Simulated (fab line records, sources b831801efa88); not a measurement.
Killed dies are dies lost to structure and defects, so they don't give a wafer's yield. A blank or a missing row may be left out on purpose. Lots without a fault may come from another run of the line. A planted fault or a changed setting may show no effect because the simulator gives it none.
Which tool did it? | flow gf180mcu | 24 lots, 72 wafers sampled, at 3 steps of a route of 602

WHAT THE GAUGES READ, wafer by wafer
GF_STI_THK_MEAS_22. Usual: STI_OXIDATION_01_THK 14.9 nm, standard deviation 0.35.
lot  | measured    | on            | STI_OXIDATION_01_THK (nm) | flag
L074 | day 2 04:32 | film_metro-01 | 15.4 15.1 15.3            |
L075 | day 2 09:43 | film_metro-02 | 14.9 14.8 14.8            |
L076 | day 2 13:52 | film_metro-02 | 14.4 14.7 14.5            |
L077 | day 2 21:02 | film_metro-04 | 14.9 14.9 14.7            |
L078 | day 3 00:40 | film_metro-04 | 14.7 14.4 14.5            |
L079 | day 3 04:42 | film_metro-04 | 14.4 14.4 14.5            |
L080 | day 3 10:17 | film_metro-04 | 15.1 14.9 14.9            |
L081 | day 3 15:38 | film_metro-02 | 13.8 14.1 13.8            |
L082 | day 3 20:47 | film_metro-01 | 15.1 14.9 15.2            |
L083 | day 4 02:41 | film_metro-04 | 14.5 14.8 14.6            |
L084 | day 4 08:15 | film_metro-04 | 14.9 15.1 14.7            |
L085 | day 4 13:19 | film_metro-01 | 15.0 14.8 14.8            |
L086 | day 4 17:17 | film_metro-04 | 15.2 15.0 15.3            |
L087 | day 4 23:04 | film_metro-02 | 15.1 14.9 15.0            |
L088 | day 5 03:05 | film_metro-04 | 15.4 15.5 15.6            |
L089 | day 5 08:48 | film_metro-04 | 15.1 15.2 15.2            |
L090 | day 5 13:07 | film_metro-04 | 15.2 14.9 15.0            |
L091 | day 5 19:29 | film_metro-01 | 15.0 14.9 15.0            |
L092 | day 5 23:34 | film_metro-04 | 15.3 15.1 15.3            |
L093 | day 6 04:37 | film_metro-02 | 15.1 14.8 14.8            |
L094 | day 6 10:00 | film_metro-04 | 14.8 15.1 14.8            |
L095 | day 6 15:28 | film_metro-01 | 15.1 15.2 15.4            |
L096 | day 6 20:34 | film_metro-02 | 15.3 15.3 15.3            |
L097 | day 7 02:13 | film_metro-01 | 14.5 14.7 14.6            |

GF_VT_IMPLANT_TW_MEAS_10. Usual: VT_IMPLANT_TW 561, standard deviation 4.6.
lot  | measured     | on            | VT_IMPLANT_TW | flag
L074 | day 5 17:20  | film_metro-02 | 561 559 559   |
L075 | day 5 22:17  | film_metro-04 | 566 565 560   |
L076 | day 6 02:23  | film_metro-04 | 563 562 561   |
L077 | day 6 10:52  | film_metro-02 | 557 559 559   |
L078 | day 6 15:09  | film_metro-03 | 557 557 556   |
L079 | day 6 22:40  | film_metro-04 | 563 565 557   |
L080 | day 7 03:42  | film_metro-02 | 562 563 562   |
L081 | day 7 09:56  | film_metro-03 | 553 556 556   |
L082 | day 7 15:56  | film_metro-02 | 560 560 560   |
L083 | day 8 00:58  | film_metro-04 | 565 565 567   |
L084 | day 8 07:07  | film_metro-04 | 565 563 564   |
L085 | day 8 12:22  | film_metro-03 | 553 554 555   |
L086 | day 8 17:23  | film_metro-04 | 566 566 566   |
L087 | day 9 00:22  | film_metro-04 | 561 566 563   |
L088 | day 9 05:26  | film_metro-03 | 557 553 552   |
L089 | day 9 10:49  | film_metro-04 | 565 562 563   |
L090 | day 9 15:58  | film_metro-04 | 565 565 563   |
L091 | day 10 00:29 | film_metro-03 | 558 558 559   |
L092 | day 10 04:58 | film_metro-04 | 570 566 568   |
L093 | day 10 11:26 | film_metro-02 | 561 563 563   |
L094 | day 10 16:58 | film_metro-04 | 572 567 568   |
L095 | day 11 01:50 | film_metro-03 | 552 554 555   |
L096 | day 11 06:46 | film_metro-02 | 561 561 561   |
L097 | day 11 15:31 | film_metro-02 | 561 559 560   |

GF_VT_IMPLANT_RS_MEAS_47: measures by four-point-probe. Usual: NWELL_RS 487.6 ohm/sq, standard deviation 1.4.
lot  | measured     | on            | NWELL_RS (ohm/sq) | flag
L074 | day 7 15:40  | film_metro-03 | 487.8 488.7 487.5 |
L075 | day 7 20:23  | film_metro-01 | 486.7 487.5 487.4 |
L076 | day 8 02:04  | film_metro-03 | 487.1 487.4 488.0 |
L077 | day 8 10:14  | film_metro-02 | 489.3 488.4 489.4 |
L078 | day 8 15:44  | film_metro-03 | 486.0 486.2 486.0 |
L079 | day 8 23:31  | film_metro-01 | 488.7 488.6 488.8 |
L080 | day 9 05:05  | film_metro-01 | 487.2 488.4 487.3 |
L081 | day 9 11:55  | film_metro-01 | 487.8 487.3 486.9 |
L082 | day 9 18:20  | film_metro-03 | 487.2 485.7 486.8 |
L083 | day 10 04:26 | film_metro-02 | 487.1 488.7 488.0 |
L084 | day 10 10:41 | film_metro-01 | 487.8 488.6 486.6 |
L085 | day 10 16:52 | film_metro-01 | 485.5 487.5 486.2 |
L086 | day 10 21:59 | film_metro-01 | 489.7 486.9 487.6 |
L087 | day 11 06:08 | film_metro-02 | 490.1 488.9 488.4 |
L088 | day 11 11:44 | film_metro-02 | 484.1 484.5 484.9 |
L089 | day 11 17:04 | film_metro-03 | 487.8 488.0 487.2 |
L090 | day 11 22:33 | film_metro-02 | 485.8 487.7 487.2 |
L091 | day 12 09:01 | film_metro-02 | 487.5 489.4 488.2 |
L092 | day 12 13:33 | film_metro-02 | 491.1 488.2 489.9 |
L093 | day 12 20:34 | film_metro-02 | 489.4 488.5 489.6 |
L094 | day 13 01:28 | film_metro-03 | 486.0 486.5 487.4 |
L095 | day 13 12:23 | film_metro-01 | 490.3 489.7 489.4 |
L096 | day 13 18:13 | film_metro-03 | 486.9 485.6 485.6 |
L097 | day 14 04:29 | film_metro-02 | 485.8 484.8 484.6 |

WHICH TOOL RAN EACH LOT (tool, then ch and the chambers of the sampled wafers, then the start)
The record holds no process step before these readings.

WHAT THE TOOLS THEMSELVES READ (means of the sampled wafers that have a number; where no wafer has one, the mark that the record gives instead)
The record holds no such reading with a usual standard deviation.

THE ANSWER, worked out from the rows above alone
Rule: a lot is off if the mean of its wafers that have a number lies more than 3 standard deviations from the usual mean. A lot without any number at a reading at which 4 lots or more have one is off too. The other lots that the step has rows for count as sound. The gauges are gone through in route order, then the tools' own readings, and for those a lot's mean is taken as printed above. The first step at which some lot is off is used, and at that step the reading that is off furthest; a lot without a number counts as furthest.
No lot is off at any reading shown: from this, nothing can be told.

WHAT THE SIMULATOR HAD PUT IN
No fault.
